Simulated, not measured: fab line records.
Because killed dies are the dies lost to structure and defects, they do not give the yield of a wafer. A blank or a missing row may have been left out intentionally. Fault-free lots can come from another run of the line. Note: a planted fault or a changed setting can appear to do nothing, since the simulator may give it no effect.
Struck lot and sound lot, side by side	flow sky130	17 steps out of a route of 708
Sound: wafers L205.2, L205.3, L205.4. Wafers struck: L224.1, L224.2, L224.4. The cause comes at the end.
Order at every step that has rows: each side's tool, ch and its chambers, its first start. Under that, the readings that differ: sound wafers	struck wafers	difference of the means	sigmas: that difference in standard deviations of wafers without a fault.
alike: readings whose means differ by less than 2 such deviations, and words and numbers that are the same on both sides. not compared: withheld readings, readings that some wafer has no value for, bounds like >300 that may hide the same value, and numbers for which the record gives no deviation and whose values overlap.
Wherever a step has rows on one side only, a row that says differs or no value, or a row with sigmas, the two part there. When numbers do not overlap yet have no deviation, they are printed without sigmas and do not part them. A reading missing from all wafers of one side parts the sides only when that side holds two or more wafers.

first, 5 steps without rows for these wafers: SKY_SD_N_COAT_02 (resist thk 1140 nm); SKY_SD_N_SOFTBAKE_03 (time 60 s); SKY_SD_N_EXPOSE_04 (exposes mask NSDM, target cd 380 nm); SKY_SD_N_PEB_05; SKY_SD_N_DEVELOP_06 (develop time 60 s).
SKY_SD_N_CD_MEAS_07 targets a cd of 380 nm.
  struck on cd_sem-02, day 34 12:51; sound on cd_sem-01, day 27 17:19
  alike: cd_nm
SKY_SD_N_OVL_MEAS_08:
  struck on overlay-01, day 34 12:58; sound on overlay-02, day 27 17:25
  alike: SD_N_OVL
then, 2 steps without rows for these wafers: SKY_SD_N_IMPLANT_09; SKY_SD_N_IMPLANT_10.
SKY_SD_N_STRIP_11: strips in O2/N2.
  sound on plasma_asher-04 ch 0,1, day 27 17:45; struck on plasma_asher-03 ch 0,1, day 34 13:18
  alike: drypump_motor_current_A, n2_flow_sccm, oes_product_au, strip_time_to_endpoint_s
  not compared: rf_hours_counter_h
SKY_SD_N_TW_MEAS_12:
  struck on film_metro-04, day 34 13:24; sound on film_metro-04, day 27 17:52
  alike: SD_N_TW
then, 1 step without rows for these wafers: SKY_SD_N_CLEAN_13 (cleans in SC1/SC2, time 150 s).
SKY_SD_N_RTA_14: time 2 s.
  sound on rtp_anneal-02 ch 0, day 27 17:59; struck on rtp_anneal-02 ch 0, day 34 13:31
reading	sound	struck	difference	sigmas
lamp_power_pct (%)	15.77 15.82 15.65	16.77 16.68 16.75	+0.99	+19
wafer_temp_C_max	1076.4 1077.3 1079.4	1120.3 1120.0 1121.4	+42.9	+33
SKY_SD_N_RS_MEAS_16: measures by four-point-probe.
  struck on film_metro-02, day 34 13:41; sound on film_metro-02, day 27 18:10
reading	sound	struck	difference	sigmas
SD_N_RS (ohm/sq)	68.40 68.59 68.56	60.66 60.94 60.81	-7.71	-64
SKY_SD_N_RS_MEAS_17: measures by four-point-probe.
  struck on film_metro-02, day 34 13:49; sound on film_metro-02, day 27 18:17
reading	sound	struck	difference	sigmas
SD_P_RS (ohm/sq)	147.0 147.2 147.3	109.2 109.5 109.6	-37.7	-99 or more
SKY_SD_N_RS_MEAS_18: measures by four-point-probe.
  struck on film_metro-02, day 34 13:56; sound on film_metro-02, day 27 18:24
reading	sound	struck	difference	sigmas
RES_XHIGH_RS (ohm/sq)	332.2 334.0 333.1	328.5 330.2 329.7	-3.6	-3
-- record jumps: 16 days separate the struck wafers' starts on either side; left off in module SD_N, taken up again in module PAD_OPEN, whose first shown step is the route's number 708 --
SKY_PAD_OPEN_PROBE_99:
  struck on prober-01, day 50 11:38; sound on prober-01, day 45 18:12
reading	sound	struck	difference	sigmas
model.etest.res_xhigh_po.line_ohm_um	5925 5924 5763	4070 4166 4162	-1738	
model.etest.res_xhigh_po.rs_ohm_sq	2045 2086 2027	1421 1474 1453	-603	
model.etest.pfet_01v8.r_on_ohm_um	2774 2830 2823	2407 2424 2413	-394	
model.etest.res_pdiff.line_ohm_um	1345 1387 1370	1031 1044 1050	-326	
model.etest.res_high_po.line_ohm_um	757.7 764.3 756.9	580.2 576.6 574.4	-182.6	
model.etest.licon_high_po.rc_ohm	343.9 358.6 355.8	230.5 235.9 231.1	-120.3	
model.etest.res_ndiff.line_ohm_um	790.3 790.8 803.2	659.7 675.1 675.7	-124.6	
  alike: killed_at_M0_to_M3, killed_at_M4_up, killed_at_contacts, killed_at_front_end, killed_at_other, killed_dies, killed_open, killed_short
  not compared: model.etest.pfet_g5v0d10v5.r_on_ohm_um

WHERE THEY PART
Earliest at SKY_SD_N_RTA_14; latest, in this record, at SKY_SD_N_RS_MEAS_18. Later steps at which nothing parts them and some readings are alike: SKY_PAD_OPEN_PROBE_99.

WHY: whatever the simulator had introduced
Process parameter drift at SKY_SD_N_RTA_14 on rtp_anneal-02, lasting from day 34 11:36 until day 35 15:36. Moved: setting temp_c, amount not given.
